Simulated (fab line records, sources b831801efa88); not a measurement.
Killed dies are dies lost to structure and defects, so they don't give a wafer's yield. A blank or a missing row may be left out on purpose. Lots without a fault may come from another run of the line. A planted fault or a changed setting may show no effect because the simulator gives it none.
Which tool did it? | flow sfq_line | 14 lots, 42 wafers sampled, at 1 step of a route of 325

WHAT THE GAUGES READ, wafer by wafer
The record holds no reading of a measuring or inspecting step that can be judged against a usual standard deviation.

WHICH TOOL RAN EACH LOT (tool, then ch and the chambers of the sampled wafers, then the start)
lot  | SFQ_TRILAYER_INCOMING_OXIDATION_002
L479 | furnace-02 ch 0, day 1 10:07
L480 | furnace-01 ch 0, day 1 15:07
L481 | furnace-02 ch 0, day 1 20:07
L482 | furnace-01 ch 0, day 2 01:07
L484 | furnace-01 ch 0, day 2 11:07
L485 | furnace-02 ch 0, day 2 16:07
L487 | furnace-02 ch 0, day 3 02:07
L489 | furnace-02 ch 0, day 3 12:07
L494 | furnace-01 ch 0, day 4 13:07
L496 | furnace-01 ch 0, day 4 23:07
L498 | furnace-01 ch 0, day 5 09:07
L500 | furnace-01 ch 0, day 5 19:07
L501 | furnace-02 ch 0, day 6 00:07
L502 | furnace-01 ch 0, day 6 05:07
- SFQ_TRILAYER_INCOMING_OXIDATION_002: target thk 500 nm, ox time 4939 s.

WHAT THE TOOLS THEMSELVES READ (means of the sampled wafers that have a number; where no wafer has one, the mark that the record gives instead)
SFQ_TRILAYER_INCOMING_OXIDATION_002.
lot  | tool       | spike_tc_bottom_C (C) | spike_tc_centre_C (C) | spike_tc_lower_C (C) | spike_tc_top_C (C) | spike_tc_upper_C (C) | tube_center_temp_C (C) | tube_center_temp_C_max
L479 | furnace-02 | 1016.1                | 1000.6                | 1000.5               | 1013.6             | 1000.5               | 1000                   | 1002.4
L480 | furnace-01 | 1017.4                | 999.5                 | 1000.9               | 1011.3             | 999.5                | 1000                   | 1002.9
L481 | furnace-02 | 1016.8                | 1000.9                | 1002.2               | 1014.8             | 999.9                | 1000                   | 1002.6
L482 | furnace-01 | 1017.7                | 999.6                 | 1001.0               | 1010.9             | 1000.3               | 1000                   | 1002.5
L484 | furnace-01 | 1018.1                | 999.5                 | 1001.6               | 1012.5             | 999.4                | 1000                   | 1002.6
L485 | furnace-02 | 1016.8                | 1000.9                | 1001.6               | 1013.0             | 999.9                | 1000                   | 1002.9
L487 | furnace-02 | 1000.6                | 984.2                 | 985.3                | 997.8              | 984.7                | 984                    | 986.9
L489 | furnace-02 | 1000.5                | 984.1                 | 985.7                | 997.7              | 983.7                | 984                    | 986.0
L494 | furnace-01 | 1017.5                | 999.2                 | 1001.2               | 1011.4             | 999.9                | 1000                   | 1002.2
L496 | furnace-01 | 1017.6                | 999.0                 | 1000.8               | 1010.8             | 999.9                | 1000                   | 1002.7
L498 | furnace-01 | 1018.0                | 998.7                 | 1001.7               | 1010.7             | 1000.8               | 1000                   | 1002.8
L500 | furnace-01 | 1018.1                | 999.3                 | 1001.2               | 1010.1             | 998.9                | 1000                   | 1002.9
L501 | furnace-02 | 1016.4                | 999.6                 | 1001.8               | 1013.9             | 999.3                | 1000                   | 1002.9
L502 | furnace-01 | 1017.6                | 998.7                 | 1000.9               | 1010.9             | 1000.5               | 1000                   | 1002.8

THE ANSWER, worked out from the rows above alone
Rule: what is usual is taken from the lots themselves. Put in order of their means at a reading, lots are off if they are a third of the lots or fewer, leave a main group of 4 or more, and stand apart from it by a gap of 3 or more times the standard deviation of the main group's means; of several such gaps the widest counts. A main group whose means are all the same, to the digits that the tables above print for the reading, isn't used. A lot without any number at a reading at which 4 lots or more have one is off too. The other lots that the step has rows for count as sound. The gauges are gone through in route order, then the tools' own readings, and for those a lot's mean is taken as printed above. The first step at which some lot is off is used, and at that step the reading that is off furthest; a lot without a number counts as furthest.
Off: L487, L489, at SFQ_TRILAYER_INCOMING_OXIDATION_002 (tube_center_temp_C_max). The main group: mean 1002.7, standard deviation 0.22.
A tool fits if, at that step or a process step before it, it ran every lot that is off, and no sound lot after the first of them. None of those tried fits.

WHAT THE SIMULATOR HAD PUT IN
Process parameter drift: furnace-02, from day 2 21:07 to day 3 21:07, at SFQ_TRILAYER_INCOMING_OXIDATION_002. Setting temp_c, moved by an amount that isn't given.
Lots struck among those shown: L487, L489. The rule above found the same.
